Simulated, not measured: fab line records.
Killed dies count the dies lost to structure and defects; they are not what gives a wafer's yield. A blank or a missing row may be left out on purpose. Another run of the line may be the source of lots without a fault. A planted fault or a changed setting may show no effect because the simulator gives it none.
fab line records    flow sky130
[record] lots = 5  wafers = 15  last_day = 50
route steps=708 shown CAP2M@606 METAL4@621
lots untouched by any fault: they come from a run of this same line in which no faults occurred
start_h: hours from the record's opening day to when the first of the lot's shown wafers began    wait_h: how many hours have passed since the lot's step before this one    " unchanged from the row above    L1.1+2: a single row standing in for several wafers    - value missing, or start not given    * or withheld: withheld    < > ~ a bound
route shown NAME@n: names a module that has steps shown in the file, with the first one's number in the route    usual: mean/standard deviation of fault-free wafers    same: alike in all rows    chamber/n: place in a boat    sites: the reading at each site    _std_site: the standard deviation of these    _edge_site: the outer-site mean with the inner-site mean subtracted    radius_mm: how far each site lies from the wafer's centre    mask NAME#n: copy n    behind: the tool/chamber that last shaped the wafer    hold: cause of the lot's hold/its duration in hours/its outcome    device: the n, p or np transistor that did not switch    end of line: at the end of the route, the tests of the same wafers    a step with no rows: only its recipe    killed: at the first sort, the dies lost to defects and structure; wafer yield is something else    map: dies across one wafer; x = killed, . = not, _ = none there
set.NAME: the setting that was run; set.NAME@STEP: the one run at that earlier step    model.NAME: the simulator's own value behind a step, which no gauge read
lots seen at some steps along the route; tables by step, rows by wafer
services: the hour from which a tool's chamber was out of use, counted from the record's first day as start_h (under 0 if before that day), plus the number of hours and why
[[steps]]
[step SKY_CAP2M_RS_MEAS_03]
[recipe] thk_meas_gauge = four-point-probe  reads = TiN_of_CAP2M_SPUTTER_02
[usual] CAP2M_TIN_RS = 6.92/0.087
lot.wafer  tool           chamber  start_h  wait_h  CAP2M_TIN_RS[ohm/sq]
L075.1     film_metro-03  -        935.54   0.1     7.05
L075.4     "              -        "        "       7.04
L075.6     "              -        "        "       7.02
L086.2     film_metro-04  -        1016.16  0.1     6.93
L086.4     "              -        "        "       6.94
L086.5     "              -        "        "       6.95
L087.2     film_metro-03  -        1031.18  0.1     6.84
L087.4     "              -        "        "       6.88
L087.6     "              -        "        "       6.82
L092.2     film_metro-03  -        1053.61  0.1     7.02
L092.4     "              -        "        "       6.96
L092.5     "              -        "        "       6.96
L096.1     film_metro-04  -        1078.26  0.1     6.90
L096.4     "              -        "        "       6.93
L096.5     "              -        "        "       6.90
[step SKY_CAP2M_THK_MEAS_04]
[recipe] thk_meas_gauge = xrf  reads = TiN_of_CAP2M_SPUTTER_02
[usual] CAP2M_TIN_THK = 201.9/2.7
lot.wafer  tool           chamber  start_h  wait_h  CAP2M_TIN_THK[nm]
L075.1     film_metro-03  -        935.66   0.1     197.6
L075.4     "              -        "        "       198.9
L075.6     "              -        "        "       197.6
L086.2     film_metro-04  -        1016.27  0.1     200.6
L086.4     "              -        "        "       200.2
L086.5     "              -        "        "       199.9
L087.2     film_metro-03  -        1031.29  0.1     202.7
L087.4     "              -        "        "       202.3
L087.6     "              -        "        "       204.6
L092.2     film_metro-03  -        1053.72  0.1     197.7
L092.4     "              -        "        "       198.6
L092.5     "              -        "        "       198.8
L096.1     film_metro-04  -        1078.38  0.1     204.1
L096.4     "              -        "        "       202.7
L096.5     "              -        "        "       203.2
[step SKY_CAP2M_DEHYDRATE_05]
[recipe] temp_c = 200  time_s = 60
[usual] resist_line_temp_C = 22.98/0.1
lot.wafer  tool            chamber  start_h  wait_h  resist_line_temp_C
L075.1     litho_track-03  0        947.70   12.0    22.87
L075.4     "               0        "        "       22.92
L075.6     "               0        "        "       22.91
L086.2     litho_track-03  0        1026.77  10.5    22.92
L086.4     "               0        "        "       23.00
L086.5     "               0        "        "       23.11
L087.2     litho_track-03  0        1042.47  11.2    22.87
L087.4     "               0        "        "       23.07
L087.6     "               0        "        "       23.04
L092.2     litho_track-02  0        1064.09  10.4    22.96
L092.4     "               0        "        "       22.83
L092.5     "               0        "        "       22.87
L096.1     litho_track-02  0        1088.52  10.1    22.88
L096.4     "               0        "        "       22.92
L096.5     "               0        "        "       22.82
[step SKY_CAP2M_HMDS_06]
[recipe] prime_time_s = 60  prime_temp_c = 120
[usual] resist_line_temp_C = 23.01/0.11
lot.wafer  tool            chamber  start_h  wait_h  resist_line_temp_C
L075.1     litho_track-03  0        947.85   0.1     23.04
L075.4     "               0        "        "       22.82
L075.6     "               0        "        "       22.87
L086.2     litho_track-03  0        1026.92  0.1     23.06
L086.4     "               0        "        "       22.87
L086.5     "               0        "        "       22.95
L087.2     litho_track-03  0        1042.62  0.1     23.00
L087.4     "               0        "        "       22.97
L087.6     "               0        "        "       23.09
L092.2     litho_track-02  0        1064.24  0.1     23.03
L092.4     "               0        "        "       22.91
L092.5     "               0        "        "       22.90
L096.1     litho_track-02  0        1088.67  0.1     23.07
L096.4     "               0        "        "       23.12
L096.5     "               0        "        "       22.98
[step SKY_CAP2M_COAT_07]
[recipe] resist = NOVOLAK  spin_rpm = 3000  resist_thk_nm = 1140
[usual] resist_line_temp_C = 22.99/0.12
lot.wafer  tool            chamber  start_h  wait_h  resist_line_temp_C
L075.1     litho_track-03  0        948.00   0.1     23.09
L075.4     "               0        "        "       23.28
L075.6     "               0        "        "       23.02
L086.2     litho_track-03  0        1027.07  0.1     22.86
L086.4     "               0        "        "       23.04
L086.5     "               0        "        "       23.06
L087.2     litho_track-03  0        1042.77  0.1     23.08
L087.4     "               0        "        "       22.96
L087.6     "               0        "        "       23.09
L092.2     litho_track-02  0        1064.39  0.1     22.93
L092.4     "               0        "        "       22.88
L092.5     "               0        "        "       22.90
L096.1     litho_track-02  0        1088.82  0.1     22.92
L096.4     "               0        "        "       23.12
L096.5     "               0        "        "       22.85
[step SKY_CAP2M_SOFTBAKE_08]
[recipe] temp_c = 90  time_s = 60  resist = NOVOLAK
[usual] resist_line_temp_C = 22.99/0.091
lot.wafer  tool            chamber  start_h  wait_h  resist_line_temp_C
L075.1     litho_track-03  0        948.15   0.1     23.05
L075.4     "               0        "        "       22.97
L075.6     "               0        "        "       22.99
L086.2     litho_track-03  0        1027.22  0.1     22.86
L086.4     "               0        "        "       22.77
L086.5     "               0        "        "       22.98
L087.2     litho_track-03  0        1042.92  0.1     22.91
L087.4     "               0        "        "       22.95
L087.6     "               0        "        "       22.81
L092.2     litho_track-02  0        1064.54  0.1     22.94
L092.4     "               0        "        "       22.87
L092.5     "               0        "        "       22.96
L096.1     litho_track-02  0        1088.97  0.1     22.98
L096.4     "               0        "        "       23.06
L096.5     "               0        "        "       23.15
[step SKY_CAP2M_EXPOSE_09]
[recipe] mask_id = CAP2M  na = 0.6  source_shape = conventional  sigma_outer = 0.6  polarization = unpolarized  target_cd_nm = 1000  dose_mj = 159
lot.wafer   tool              chamber  start_h  wait_h  mask
L075.1+4+6  iline_stepper-02  0        -        -       CAP2M#0
L086.2+4+5  iline_stepper-01  0        -        -       CAP2M#0
L087.2+4+6  iline_stepper-01  0        -        -       CAP2M#0
L092.2+4+5  iline_stepper-02  0        -        -       CAP2M#0
L096.1+4+5  iline_stepper-01  0        -        -       CAP2M#0
[step SKY_CAP2M_PEB_10]
[recipe] temp_c = withheld  time_s = *  resist = NOVOLAK
[usual] resist_line_temp_C = *
lot.wafer  tool            chamber  start_h  wait_h  resist_line_temp_C
L075.1     litho_track-04  0        -        -       *
L075.4     "               0        "        "       *
L075.6     "               0        "        "       *
L086.2     litho_track-02  0        -        -       *
L086.4     "               0        "        "       *
L086.5     "               0        "        "       *
L087.2     litho_track-04  0        -        -       *
L087.4     "               0        "        "       *
L087.6     "               0        "        "       *
L092.2     litho_track-03  0        -        -       *
L092.4     "               0        "        "       *
L092.5     "               0        "        "       *
L096.1     litho_track-04  0        -        -       *
L096.4     "               0        "        "       *
L096.5     "               0        "        "       *
[step SKY_CAP2M_DEVELOP_11]
[recipe] resist = NOVOLAK  developer = TMAH  develop_time_s = 60  dev_temp_c = 23
[usual] resist_line_temp_C = 23.00/0.097
lot.wafer  tool            chamber  start_h  wait_h  resist_line_temp_C
L075.1     litho_track-04  0        959.19   0.1     23.10
L075.4     "               0        "        "       22.94
L075.6     "               0        "        "       22.93
L086.2     litho_track-02  0        1038.59  0.1     22.99
L086.4     "               0        "        "       23.01
L086.5     "               0        "        "       23.00
L087.2     litho_track-04  0        1052.77  0.1     23.01
L087.4     "               0        "        "       23.11
L087.6     "               0        "        "       23.03
L092.2     litho_track-03  0        1075.22  0.1     22.93
L092.4     "               0        "        "       22.95
L092.5     "               0        "        "       22.97
L096.1     litho_track-04  0        1098.89  0.1     22.74
L096.4     "               0        "        "       22.80
L096.5     "               0        "        "       22.94
[step SKY_CAP2M_OVL_MEAS_12]
[usual] CAP2M_OVL = -0.7/1.1
lot.wafer  tool        chamber  start_h  wait_h  CAP2M_OVL[nm]
L075.1     overlay-02  -        959.34   0.1     0.5
L075.4     "           -        "        "       -0.4
L075.6     "           -        "        "       0.4
L086.2     overlay-01  -        1038.72  0.1     -1.1
L086.4     "           -        "        "       -1.7
L086.5     "           -        "        "       -1.1
L087.2     overlay-01  -        1052.90  0.1     -1.3
L087.4     "           -        "        "       0.3
L087.6     "           -        "        "       -0.5
L092.2     overlay-02  -        1075.36  0.1     -0.8
L092.4     "           -        "        "       -0.8
L092.5     "           -        "        "       -1.7
L096.1     overlay-01  -        1099.04  0.1     0.3
L096.4     "           -        "        "       1.2
L096.5     "           -        "        "       -1.1
[step SKY_CAP2M_METAL_ETCH_13]
[recipe] target_depth_nm = 220  stop_on = SiO2  chemistry = Cl2/BCl3  target = TiN  pressure_mtorr = 10  icp_w = 900  bias_w = 48.5  Cl2_flow_sccm = 60  bcl3_flow_sccm = 30  time_s = 62.9
[usual] drypump_motor_current_A = 5.76/0.28  oes_product_au = 0.940/0.0078  throttle_valve_pct = 21.902/0.011
lot.wafer  tool          chamber  start_h  wait_h  drypump_motor_current_A  oes_product_au  rf_hours_counter_h  throttle_valve_pct
L075.1     rie_metal-02  0        959.38   0.0     5.98                     0.925           9                   21.919
L075.4     "             0        "        "       5.95                     0.926           -                   21.922
L075.6     "             1        "        "       5.06                     0.942           -                   21.920
L086.2     rie_metal-02  0        1038.75  0.0     5.96                     0.937           14                  21.901
L086.4     "             1        "        "       5.04                     0.929           -                   21.921
L086.5     "             0        "        "       5.97                     0.948           -                   21.911
L087.2     rie_metal-04  0        1052.96  0.0     5.78                     0.944           -                   21.901
L087.4     "             0        "        "       5.76                     0.942           -                   21.892
L087.6     "             0        "        "       5.77                     0.946           -                   21.906
L092.2     rie_metal-04  1        1075.39  0.0     5.99                     0.933           0                   21.904
L092.4     "             1        "        "       5.94                     0.941           -                   21.932
L092.5     "             1        "        "       5.97                     0.939           -                   21.887
L096.1     rie_metal-04  1        1099.08  0.0     5.94                     0.941           2                   21.902
L096.4     "             1        "        "       5.96                     0.942           -                   21.912
L096.5     "             0        "        "       5.78                     0.946           -                   21.881
[step SKY_CAP2M_STRIP_14]
[recipe] chemistry = O2/N2  power_w = 1400  pressure_mtorr = 1500  platen_temp_c = withheld  o2_flow_sccm = 2903  n2_flow_sccm = 300  overash_fraction = 0.5
[usual] drypump_motor_current_A = 5.5/0.39  oes_product_au = 0.709/0.0042  strip_time_to_endpoint_s = 12.68/0.037
lot.wafer  tool             chamber  start_h  wait_h  drypump_motor_current_A  oes_product_au  rf_hours_counter_h  strip_time_to_endpoint_s
L075.1     plasma_asher-03  0        959.46   0.1     6.0                      0.701           51                  12.70
L075.4     "                0        "        "       6.0                      0.708           -                   12.67
L075.6     "                0        "        "       6.0                      0.710           -                   12.70
L086.2     plasma_asher-04  1        1038.83  0.1     5.0                      0.715           119                 12.67
L086.4     "                1        "        "       5.0                      0.710           -                   12.75
L086.5     "                0        "        "       5.6                      0.711           -                   12.71
L087.2     plasma_asher-03  1        1053.09  0.1     5.5                      0.704           60                  12.70
L087.4     "                0        "        "       5.9                      0.708           -                   12.69
L087.6     "                1        "        "       5.5                      0.711           -                   12.65
L092.2     plasma_asher-03  1        1075.46  0.1     5.6                      0.720           63                  12.62
L092.4     "                0        "        "       6.0                      0.707           -                   12.67
L092.5     "                1        "        "       5.5                      0.708           -                   12.63
L096.1     plasma_asher-03  0        1099.16  0.1     6.0                      0.713           65                  12.66
L096.4     "                1        "        "       5.6                      0.709           -                   12.72
L096.5     "                0        "        "       6.0                      0.712           -                   12.67
[step SKY_CAP2M_STRIP_15]
[recipe] chemistry = post_etch_residue_remover  time_s = 1200  temp_c = 72.5
lot.wafer   tool          chamber  start_h  wait_h
L075.1+4+6  wet_bench-03  3        959.56   0.1
L086.2+4+5  wet_bench-04  0        1038.93  0.1
L087.2+4+6  wet_bench-02  0        1053.23  0.1
L092.2+4+5  wet_bench-02  3        1075.61  0.1
L096.1+4+5  wet_bench-02  3        1099.26  0.1
[step SKY_CAP2M_CLEAN_16]
[recipe] chemistry = IPA  time_s = 180  temp_c = 25
lot.wafer   tool          chamber  start_h  wait_h
L075.1+4+6  wet_bench-02  0        959.93   0.0
L086.2+4+5  wet_bench-02  3        1039.30  0.0
L087.2+4+6  wet_bench-03  2        1053.57  0.0
L092.2+4+5  wet_bench-03  1        1075.98  0.0
L096.1+4+5  wet_bench-04  3        1099.63  0.0
[step SKY_CAP2M_CLEAN_17]
[recipe] chemistry = O3/DIW  dry = n2_spin
lot.wafer   tool          chamber  start_h  wait_h
L075.1+4+6  wet_bench-03  2        959.99   0.0
L086.2+4+5  wet_bench-04  3        1039.36  0.0
L087.2+4+6  wet_bench-04  0        1053.63  0.0
L092.2+4+5  wet_bench-04  0        1076.10  0.0
L096.1+4+5  wet_bench-02  0        1099.69  0.0
[step SKY_METAL4_DEHYDRATE_05]
[recipe] temp_c = 200  time_s = 60
[usual] resist_line_temp_C = 23.02/0.11
lot.wafer  tool            chamber  start_h  wait_h  resist_line_temp_C
L075.1     litho_track-04  0        972.09   12.0    23.10
L075.4     "               0        "        "       23.18
L075.6     "               0        "        "       23.04
L086.2     litho_track-03  0        1049.92  10.5    23.13
L086.4     "               0        "        "       23.08
L086.5     "               0        "        "       23.01
L087.2     litho_track-01  0        1063.92  10.2    23.17
L087.4     "               0        "        "       22.94
L087.6     "               0        "        "       23.00
L092.2     litho_track-04  0        1085.42  9.2     23.13
L092.4     "               0        "        "       23.30
L092.5     "               0        "        "       23.25
L096.1     litho_track-01  0        1108.70  8.9     22.96
L096.4     "               0        "        "       23.15
L096.5     "               0        "        "       23.11
[step SKY_METAL4_HMDS_06]
[recipe] prime_time_s = 60  prime_temp_c = 120
[usual] resist_line_temp_C = 23.01/0.12
lot.wafer  tool            chamber  start_h  wait_h  resist_line_temp_C
L075.1     litho_track-04  0        972.24   0.1     23.13
L075.4     "               0        "        "       22.92
L075.6     "               0        "        "       23.09
L086.2     litho_track-03  0        1050.07  0.1     23.10
L086.4     "               0        "        "       22.95
L086.5     "               0        "        "       22.96
L087.2     litho_track-01  0        1064.07  0.1     23.05
L087.4     "               0        "        "       23.07
L087.6     "               0        "        "       23.18
L092.2     litho_track-04  0        1085.57  0.1     22.90
L092.4     "               0        "        "       23.03
L092.5     "               0        "        "       23.00
L096.1     litho_track-01  0        1108.85  0.1     23.04
L096.4     "               0        "        "       23.16
L096.5     "               0        "        "       23.05
[step SKY_METAL4_COAT_07]
[recipe] resist = BARC  temp_c = withheld  time_s = withheld  spin_rpm = 3000  resist_thk_nm = 60
[usual] resist_line_temp_C = *
lot.wafer  tool            chamber  start_h  wait_h  resist_line_temp_C
L075.1     litho_track-04  0        972.39   0.1     *
L075.4     "               0        "        "       *
L075.6     "               0        "        "       *
L086.2     litho_track-03  0        1050.22  0.1     *
L086.4     "               0        "        "       *
L086.5     "               0        "        "       *
L087.2     litho_track-01  0        1064.22  0.1     *
L087.4     "               0        "        "       *
L087.6     "               0        "        "       *
L092.2     litho_track-04  0        1085.72  0.1     *
L092.4     "               0        "        "       *
L092.5     "               0        "        "       *
L096.1     litho_track-01  0        1109.00  0.1     *
L096.4     "               0        "        "       *
L096.5     "               0        "        "       *
[step SKY_METAL4_COAT_08]
[recipe] resist = KrF-thick  spin_rpm = 3000  resist_thk_nm = 1140
[usual] resist_line_temp_C = 23.00/0.1
lot.wafer  tool            chamber  start_h  wait_h  resist_line_temp_C
L075.1     litho_track-04  0        -        -       23.06
L075.4     "               0        "        "       22.99
L075.6     "               0        "        "       23.04
L086.2     litho_track-03  0        -        -       22.98
L086.4     "               0        "        "       22.93
L086.5     "               0        "        "       23.00
L087.2     litho_track-01  0        -        -       22.92
L087.4     "               0        "        "       23.02
L087.6     "               0        "        "       23.11
L092.2     litho_track-04  0        -        -       23.11
L092.4     "               0        "        "       23.21
L092.5     "               0        "        "       23.34
L096.1     litho_track-01  0        -        -       23.17
L096.4     "               0        "        "       23.23
L096.5     "               0        "        "       23.09
[step SKY_METAL4_SOFTBAKE_09]
[recipe] temp_c = 100  time_s = 90  resist = KrF-thick
[usual] resist_line_temp_C = 23.00/0.12
lot.wafer  tool            chamber  start_h  wait_h  resist_line_temp_C
L075.1     litho_track-04  0        -        -       22.89
L075.4     "               0        "        "       22.96
L075.6     "               0        "        "       22.88
L086.2     litho_track-03  0        -        -       23.20
L086.4     "               0        "        "       23.36
L086.5     "               0        "        "       23.09
L087.2     litho_track-01  0        -        -       23.14
L087.4     "               0        "        "       23.15
L087.6     "               0        "        "       23.11
L092.2     litho_track-04  0        -        -       23.02
L092.4     "               0        "        "       23.22
L092.5     "               0        "        "       22.93
L096.1     litho_track-01  0        -        -       23.06
L096.4     "               0        "        "       22.93
L096.5     "               0        "        "       22.94
[step SKY_METAL4_EXPOSE_10]
[recipe] mask_id = MM4  na = 0.68  source_shape = annular  sigma_inner = 0.4  sigma_outer = 0.8  target_cd_nm = 300  dose_mj = 28
lot.wafer   tool            chamber  start_h  wait_h  mask
L075.1+4+6  krf_scanner-01  0        -        -       MM4#0
L086.2+4+5  krf_scanner-02  0        -        -       MM4#0
L087.2+4+6  krf_scanner-01  0        -        -       MM4#0
L092.2+4+5  krf_scanner-01  0        -        -       MM4#0
L096.1+4+5  krf_scanner-01  0        -        -       MM4#0
[step SKY_METAL4_PEB_11]
[recipe] peb_temp_c = withheld  peb_time_s = withheld  resist = KrF-thick
[usual] resist_line_temp_C = *
lot.wafer  tool            chamber  start_h  wait_h  resist_line_temp_C
L075.1     litho_track-03  0        -        -       *
L075.4     "               0        "        "       *
L075.6     "               0        "        "       *
L086.2     litho_track-03  0        -        -       *
L086.4     "               0        "        "       *
L086.5     "               0        "        "       *
L087.2     litho_track-03  0        -        -       *
L087.4     "               0        "        "       *
L087.6     "               0        "        "       *
L092.2     litho_track-03  0        -        -       *
L092.4     "               0        "        "       *
L092.5     "               0        "        "       *
L096.1     litho_track-03  0        -        -       *
L096.4     "               0        "        "       *
L096.5     "               0        "        "       *
[step SKY_METAL4_DEVELOP_12]
[recipe] develop_time_s = 60  resist = KrF-thick  dev_temp_c = 21
[usual] resist_line_temp_C = 22.99/0.094
lot.wafer  tool            chamber  start_h  wait_h  resist_line_temp_C
L075.1     litho_track-03  0        -        -       23.11
L075.4     "               0        "        "       23.10
L075.6     "               0        "        "       23.06
L086.2     litho_track-03  0        -        -       22.92
L086.4     "               0        "        "       22.93
L086.5     "               0        "        "       22.98
L087.2     litho_track-03  0        -        -       22.98
L087.4     "               0        "        "       23.06
L087.6     "               0        "        "       23.10
L092.2     litho_track-03  0        -        -       23.10
L092.4     "               0        "        "       23.02
L092.5     "               0        "        "       23.01
L096.1     litho_track-03  0        -        -       22.99
L096.4     "               0        "        "       23.04
L096.5     "               0        "        "       23.11
[step SKY_METAL4_CD_MEAS_13]
[recipe] target_cd_nm = 300
[usual] cd_nm = 300.0/1.3
lot.wafer  tool       chamber  start_h  wait_h  cd_nm
L075.1     cd_sem-02  -        983.60   -       301.3
L075.4     "          -        "        "       300.6
L075.6     "          -        "        "       300.4
L086.2     cd_sem-02  -        1060.72  -       301.6
L086.4     "          -        "        "       302.1
L086.5     "          -        "        "       301.1
L087.2     cd_sem-02  -        1075.72  -       297.6
L087.4     "          -        "        "       297.6
L087.6     "          -        "        "       297.1
L092.2     cd_sem-02  -        1096.52  -       300.6
L092.4     "          -        "        "       300.1
L092.5     "          -        "        "       300.9
L096.1     cd_sem-02  -        1118.90  -       297.2
L096.4     "          -        "        "       299.4
L096.5     "          -        "        "       299.5
[step SKY_METAL4_OVL_MEAS_14]
[usual] METAL4_OVL = 4/5.9
lot.wafer  tool        chamber  start_h  wait_h  METAL4_OVL[nm]
L075.1     overlay-01  -        983.72   0.1     1
L075.4     "           -        "        "       3
L075.6     "           -        "        "       6
L086.2     overlay-01  -        1060.83  0.1     11
L086.4     "           -        "        "       13
L086.5     "           -        "        "       7
L087.2     overlay-02  -        1075.83  0.1     -3
L087.4     "           -        "        "       -3
L087.6     "           -        "        "       -2
L092.2     overlay-02  -        1096.63  0.1     -8
L092.4     "           -        "        "       -2
L092.5     "           -        "        "       -6
L096.1     overlay-02  -        1119.02  0.1     6
L096.4     "           -        "        "       7
L096.5     "           -        "        "       2
[step SKY_METAL4_DESCUM_15]
[recipe] chemistry = O2  source_power_w = 150  bias_power_w = 0  pressure_mtorr = 10  temp_c = 40  time_s = 8
[usual] drypump_motor_current_A = 5.72/0.24  oes_product_au = 0.997/0.01
lot.wafer  tool          chamber  start_h  wait_h  drypump_motor_current_A  oes_product_au  rf_hours_counter_h
L075.1     rie_metal-03  0        983.76   0.0     5.54                     0.986           8
L075.4     "             1        "        "       5.24                     1.013           -
L075.6     "             0        "        "       5.54                     0.990           -
L086.2     rie_metal-01  0        1060.86  0.0     5.67                     0.987           18
L086.4     "             0        "        "       5.68                     0.989           -
L086.5     "             1        "        "       5.93                     0.998           -
L087.2     rie_metal-01  1        1075.86  0.0     6.02                     0.992           21
L087.4     "             0        "        "       5.68                     0.984           -
L087.6     "             1        "        "       5.98                     0.994           -
L092.2     rie_metal-04  1        1096.66  0.0     5.95                     1.020           2
L092.4     "             0        "        "       5.79                     1.018           -
L092.5     "             1        "        "       5.94                     1.011           -
L096.1     rie_metal-04  1        1119.06  0.0     5.94                     1.010           3
L096.4     "             0        "        "       5.79                     1.009           -
L096.5     "             0        "        "       5.77                     1.024           -
[step SKY_METAL4_ETCH_16]
[recipe] chemistry = N2/H2  target = BARC  ion_energy_ev = 200  bias_w = 100  pressure_mtorr = 30  n2_flow_sccm = 100  h2_flow_sccm = 200  icp_w = 500  stop_on = SiO2  time_s = 88.2  target_depth_a = 600
[usual] drypump_motor_current_A = 5.72/0.23  oes_product_au = 0.625/0.0045  throttle_valve_pct = 13.205/0.0085
lot.wafer  tool          chamber  start_h  wait_h  drypump_motor_current_A  oes_product_au  rf_hours_counter_h  throttle_valve_pct
L075.1     rie_metal-03  0        983.79   0.0     5.49                     0.619           8                   13.202
L075.4     "             1        "        "       5.26                     0.627           -                   13.201
L075.6     "             0        "        "       5.49                     0.632           -                   13.203
L086.2     rie_metal-01  0        1060.89  0.0     5.67                     0.623           18                  13.206
L086.4     "             0        "        "       5.67                     0.621           -                   13.216
L086.5     "             1        "        "       6.00                     0.621           -                   13.205
L087.2     rie_metal-01  1        1075.89  0.0     5.98                     0.625           21                  13.198
L087.4     "             0        "        "       5.68                     0.627           -                   13.193
L087.6     "             1        "        "       5.98                     0.618           -                   13.217
L092.2     rie_metal-04  1        1096.69  0.0     5.93                     0.626           2                   13.199
L092.4     "             0        "        "       5.77                     0.626           -                   13.205
L092.5     "             1        "        "       5.96                     0.624           -                   13.205
L096.1     rie_metal-04  1        1119.09  0.0     5.94                     0.630           3                   13.200
L096.4     "             0        "        "       5.79                     0.623           -                   13.215
L096.5     "             0        "        "       5.79                     0.624           -                   13.215
[step SKY_METAL4_ETCH_17]
[recipe] target = SiO2  stop_on = TiN  chemistry = C4F8/O2/Ar  source_w = 1500  bias_w = 1200  pressure_mtorr = 40  c4f8_flow_sccm = withheld  O2_flow_sccm = 6  Ar_flow_sccm = 300  time_s = 3.9  target_depth_a = 150
[usual] oes_product_au = 0.756/0.006
lot.wafer  tool         chamber  start_h  wait_h  oes_product_au  rf_hours_counter_h
L075.1     rie_diel-03  3        983.89   0.1     0.755           19
L075.4     "            0        "        "       0.759           4
L075.6     "            2        "        "       0.765           -
L086.2     rie_diel-03  3        1060.99  0.1     0.758           22
L086.4     "            2        "        "       0.752           10
L086.5     "            0        "        "       0.764           -
L087.2     rie_diel-04  1        1075.99  0.1     0.760           18
L087.4     "            3        "        "       0.752           -
L087.6     "            1        "        "       0.762           -
L092.2     rie_diel-04  0        1096.79  0.1     0.744           16
L092.4     "            1        "        "       0.761           19
L092.5     "            2        "        "       0.751           -
L096.1     rie_diel-03  1        1119.19  0.1     0.754           8
L096.4     "            0        "        "       0.750           9
L096.5     "            1        "        "       0.762           -
[step SKY_METAL4_METAL_ETCH_18]
[recipe] target_depth_a = 8450  stop_on = SiO2  over_etch_frac = 0.3  time_s = 183.1  chemistry = Cl2/BCl3  resist_sidewall_deg = 88  pressure_mtorr = 10  icp_w = 900  bias_w = 46.82  Cl2_flow_sccm = 60  bcl3_flow_sccm = 30
[usual] drypump_motor_current_A = 5.63/0.26  oes_product_au = 0.862/0.0063  throttle_valve_pct = 22.264/0.0077
lot.wafer  tool          chamber  start_h  wait_h  drypump_motor_current_A  oes_product_au  rf_hours_counter_h  throttle_valve_pct
L075.1     rie_metal-01  1        983.90   0.0     5.98                     0.861           16                  22.265
L075.4     "             1        "        "       5.99                     0.854           -                   22.256
L075.6     "             0        "        "       5.67                     0.862           -                   22.262
L086.2     rie_metal-03  0        1061.00  0.0     5.54                     0.858           13                  22.254
L086.4     "             1        "        "       5.26                     0.860           -                   22.268
L086.5     "             1        "        "       5.28                     0.859           -                   22.264
L087.2     rie_metal-04  1        1076.00  0.0     5.95                     0.860           0                   22.251
L087.4     "             0        "        "       5.79                     0.860           -                   22.268
L087.6     "             0        "        "       5.75                     0.872           -                   22.254
L092.2     rie_metal-03  0        1096.81  0.0     5.49                     0.859           16                  22.263
L092.4     "             1        "        "       5.25                     0.862           -                   22.268
L092.5     "             0        "        "       5.50                     0.865           -                   22.271
L096.1     rie_metal-03  0        1119.20  0.0     5.48                     0.863           18                  22.268
L096.4     "             0        "        "       5.48                     0.864           -                   22.266
L096.5     "             1        "        "       5.23                     0.866           -                   22.256
[step SKY_METAL4_STRIP_19]
[recipe] chemistry = O2/N2  power_w = 1400  pressure_mtorr = 1500  platen_temp_c = withheld  o2_flow_sccm = 3000  n2_flow_sccm = 300  overash_fraction = 0.5
[usual] drypump_motor_current_A = 5.4/0.41  oes_product_au = 0.505/0.0059  strip_time_to_endpoint_s = 6.60/0.069
lot.wafer  tool             chamber  start_h  wait_h  drypump_motor_current_A  oes_product_au  rf_hours_counter_h  strip_time_to_endpoint_s
L075.1     plasma_asher-01  1        984.08   0.1     5.5                      0.507           88                  6.64
L075.4     "                1        "        "       5.5                      0.503           -                   6.61
L075.6     "                1        "        "       5.5                      0.506           -                   6.70
L086.2     plasma_asher-01  1        1061.18  0.1     5.5                      0.496           96                  6.55
L086.4     "                0        "        "       5.4                      0.501           -                   6.52
L086.5     "                0        "        "       5.4                      0.505           -                   6.50
L087.2     plasma_asher-01  1        1076.18  0.1     5.5                      0.511           98                  6.53
L087.4     "                1        "        "       5.5                      0.500           -                   6.49
L087.6     "                0        "        "       5.4                      0.506           -                   6.54
L092.2     plasma_asher-02  1        1096.98  0.1     4.7                      0.495           34                  6.68
L092.4     "                0        "        "       5.8                      0.511           -                   6.57
L092.5     "                0        "        "       5.8                      0.517           -                   6.74
L096.1     plasma_asher-04  0        1119.38  0.1     5.6                      0.511           5                   6.73
L096.4     "                1        "        "       5.1                      0.514           -                   6.72
L096.5     "                0        "        "       5.6                      0.507           -                   6.58
[step SKY_METAL4_STRIP_20]
[recipe] chemistry = post_etch_residue_remover  time_s = 1200  temp_c = 72.5
lot.wafer   tool          chamber  start_h  wait_h
L075.1+4+6  wet_bench-03  2        984.18   0.1
L086.2+4+5  wet_bench-04  3        1061.28  0.1
L087.2+4+6  wet_bench-03  3        1076.28  0.1
L092.2+4+5  wet_bench-04  2        1097.08  0.1
L096.1+4+5  wet_bench-04  0        1119.48  0.1
[[services]]
tool              chamber  start_h  hours  kind
wet_bench-02      -        936.14   1.9    pm
plasma_asher-03   -        938.94   3.4    repair
rie_metal-02      -        940.56   2.8    pm
krf_scanner-01    -        951.69   1.0    pm
rie_diel-03       3        958.09   16.4   repair
rie_diel-04       3        959.43   5.1    repair
plasma_asher-03   -        965.16   2.2    repair
plasma_asher-03   -        967.63   5.9    repair
rie_metal-03      1        984.37   8.6    repair
iline_stepper-01  -        995.10   2.1    pm
plasma_asher-03   -        1008.80  0.3    repair
krf_scanner-01    -        1012.81  1.3    pm
plasma_asher-01   -        1015.50  2.8    pm
iline_stepper-01  -        1029.43  1.7    pm
krf_scanner-01    -        1048.90  2.1    repair
rie_metal-03      -        1051.94  2.8    pm
iline_stepper-01  -        1063.89  5.5    repair
plasma_asher-01   -        1078.17  1.4    repair
krf_scanner-01    -        1081.70  0.8    pm
wet_bench-03      -        1088.01  1.9    pm
wet_bench-03      -        1100.36  2.6    repair
plasma_asher-01   -        1104.63  1.1    repair
plasma_asher-01   -        1106.20  2.6    repair
plasma_asher-01   -        1109.19  2.4    repair
[[key]]
fault none
